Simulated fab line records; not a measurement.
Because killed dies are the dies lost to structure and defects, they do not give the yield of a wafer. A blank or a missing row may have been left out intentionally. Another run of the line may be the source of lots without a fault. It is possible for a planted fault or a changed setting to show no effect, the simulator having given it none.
A struck lot beside a sound one + flow sky130 + 21 out of 708 route steps
Sound: these wafers, L760.1, L760.2, L760.5. Struck: wafers L764.2, L764.3, L764.6. At the end, the cause is stated.
For every step that has rows: the tool of each side, followed by ch and its chambers, followed by its first start. Under that, the readings that differ: sound wafers + struck wafers + difference of the means + sigmas: that difference in standard deviations of wafers without a fault.
alike: same words and numbers on both sides, and readings whose means sit less than 2 such deviations apart. not compared: any withheld reading, any reading some wafer has no value for, any bound like >300 that may hide the same value, and any number with overlapping values for which the record gives no deviation.
A row with sigmas, a row that says differs or no value, or rows on one side alone: a step with any of these is where the two part. Numbers that don't overlap but have no deviation are shown without sigmas and don't part them. Lack of a reading on every wafer of one side parts them only where that side has two or more wafers.

SKY_SD_N_RS_MEAS_17: a four-point-probe measurement.
  sound on film-metro-02, day 32 08:35; struck on film-metro-03, day 33 21:40
  alike: SD_P_RS
SKY_SD_N_RS_MEAS_18: a four-point-probe measurement.
  sound on film-metro-02, day 32 08:42; struck on film-metro-03, day 33 21:47
  alike: RES_XHIGH_RS
then, 2 steps without rows for these wafers: SKY_SALICIDE_CLEAN_00 (cleans in HF-last, time 30 s); SKY_LI_CONTACT_HDPCVD_00 (deposits PSG, target thk 930 nm, time 155 s).
SKY_LI_CONTACT_THK_MEAS_01:
  sound on film-metro-01, day 32 08:56; struck on film-metro-03, day 33 22:01
  alike: LI_CONTACT_HDPCVD_THK
SKY_LI_CONTACT_CMP_02: polishes PSG.
  sound on cmp-01 ch 0,1, day 32 09:00; struck on cmp-01 ch 0,1,2, day 33 22:40
  alike: motor-current-A, slurry-flow-ml-min, time-to-endpoint-s
SKY_LI_CONTACT_BOW_MEAS_03:
  sound on film-metro-02, day 32 09:18; struck on film-metro-03, day 33 22:53
  alike: LI_CONTACT_BOW
then, 5 steps without rows for these wafers: SKY_LI_CONTACT_DEHYDRATE_04 (time 60 s); SKY_LI_CONTACT_HMDS_05 (prime time 60 s); SKY_LI_CONTACT_COAT_06 (resist thk 60 nm); SKY_LI_CONTACT_COAT_07 (resist thk 450 nm); SKY_LI_CONTACT_SOFTBAKE_08 (time 90 s).
SKY_LI_CONTACT_EXPOSE_09: exposes mask LICM1, target cd 170 nm.
  sound on krf-scanner-02 ch 0, day 32 23:28; struck on krf-scanner-01 ch 0, day 34 12:04
| reading | sound                   | struck                           | difference | sigmas |
|---------|-------------------------|----------------------------------|------------|--------|
| mask    | LICM1#0 LICM1#0 LICM1#0 | LICM1_R1#0 LICM1_R1#0 LICM1_R1#0 | differs    |        |
then, 2 steps without rows for these wafers: SKY_LI_CONTACT_PEB_10; SKY_LI_CONTACT_DEVELOP_11 (develop time 60 s).
SKY_LI_CONTACT_CD_MEAS_12: target cd 170 nm.
  sound on cd-sem-01, day 33 12:32; struck on cd-sem-02, day 35 01:44
| reading    | sound             | struck            | difference | sigmas |
|------------|-------------------|-------------------|------------|--------|
| cd-nm (nm) | 169.1 169.8 169.8 | 148.4 149.4 147.0 | -21.3      | -14    |
SKY_LI_CONTACT_OVL_MEAS_13:
  sound on overlay-01, day 33 12:40; struck on overlay-02, day 35 01:51
  alike: LI_CONTACT_OVL
SKY_LI_CONTACT_ETCH_14: etches BARC in N2/H2, stops on SiO2, time 45.9 s, target depth 60 nm.
  sound on rie-diel-02 ch 1,2, day 33 12:42; struck on rie-diel-02 ch 1,3, day 35 01:53
| reading                     | sound             | struck            | difference | sigmas |
|-----------------------------|-------------------|-------------------|------------|--------|
| model.LI_CONTACT.cd-nm (nm) | 169.3 168.6 169.4 | 148.4 148.7 147.4 | -20.9      |        |
  alike: drypump-motor-current-A, h2-flow-sccm, oes-product-au, rf-fwd-power-W, throttle-valve-pct
  not compared: rf-hours-counter-h
SKY_LI_CONTACT_ETCH_15: etches PSG in C4F8/O2/Ar, stops on Si, target depth 600 nm.
  sound on rie-diel-02 ch 1,2, day 33 12:44; struck on rie-diel-02 ch 1,3, day 35 01:55
| reading                     | sound             | struck            | difference | sigmas |
|-----------------------------|-------------------|-------------------|------------|--------|
| model.LI_CONTACT.cd-nm (nm) | 170.1 169.6 170.1 | 148.6 147.4 147.6 | -22.1      |        |
  alike: oes-product-au, rf-fwd-power-W
SKY_LI_CONTACT_STRIP_16: strips in O2/N2.
  sound on plasma-asher-04 ch 0,1, day 33 12:49; struck on plasma-asher-01 ch 0, day 35 02:01
  alike: drypump-motor-current-A, oes-product-au, strip-time-to-endpoint-s
  not compared: rf-hours-counter-h
-- the record jumps here: 15 days lie between the struck wafers' starts before and after (it left off in module LI_CONTACT and takes up again in module PAD_OPEN, whose first step shown is number 708 of the route) --
SKY_PAD_OPEN_PROBE_99:
  sound on prober-01, day 49 01:13; struck on prober-02, day 49 22:57
| reading                                 | sound             | struck            | difference | sigmas |
|-----------------------------------------|-------------------|-------------------|------------|--------|
| killed-dies                             | 76 84 73          | 105 101 96        | +23        | +2     |
| model.etest.licon-pdiff.rc-ohm          | 592.9 555.9 583.5 | 728 714.8 705.7   | +139       |        |
| model.etest.pfet-g5v0d10v5.r-on-ohm-um  | 4755 4735 4760    | 4902 4917 4879    | +149       |        |
| model.etest.pfet_01v8.r-on-ohm-um       | 2826 2883 2939    | 2956 3044 3005    | +119       |        |
| model.etest.licon-high-po.rc-ohm        | 349.2 349.3 350.9 | 420.8 427.9 424.6 | +74.6      |        |
| model.etest.nfet-g5v0d10v5.r-on-ohm-um  | 1908 1895 1904    | 1939 1940 1949    | +40        |        |
| model.etest.licon-ndiff.rc-ohm          | 175.5 177.8 178.8 | 217.6 227.6 221.4 | +44.8      |        |
| model.etest.nfet_01v8.r-on-ohm-um       | 838.5 832.8 851.6 | 874.2 893.1 867   | +37.1      |        |
| model.etest.sonos-uncharged.r-on-ohm-um | 798.8 797.7 807.4 | 846.9 849.2 849.6 | +47.3      |        |
  alike: killed_at_M0_to_M3, killed_at_M4_up, killed-at-contacts, killed-at-front-end, killed-at-other, killed-open, killed-short

== WHERE THEY PART ==
First at SKY_LI_CONTACT_EXPOSE_09; last, within this record, at SKY_PAD_OPEN_PROBE_99.

WHY: whatever the simulator had introduced
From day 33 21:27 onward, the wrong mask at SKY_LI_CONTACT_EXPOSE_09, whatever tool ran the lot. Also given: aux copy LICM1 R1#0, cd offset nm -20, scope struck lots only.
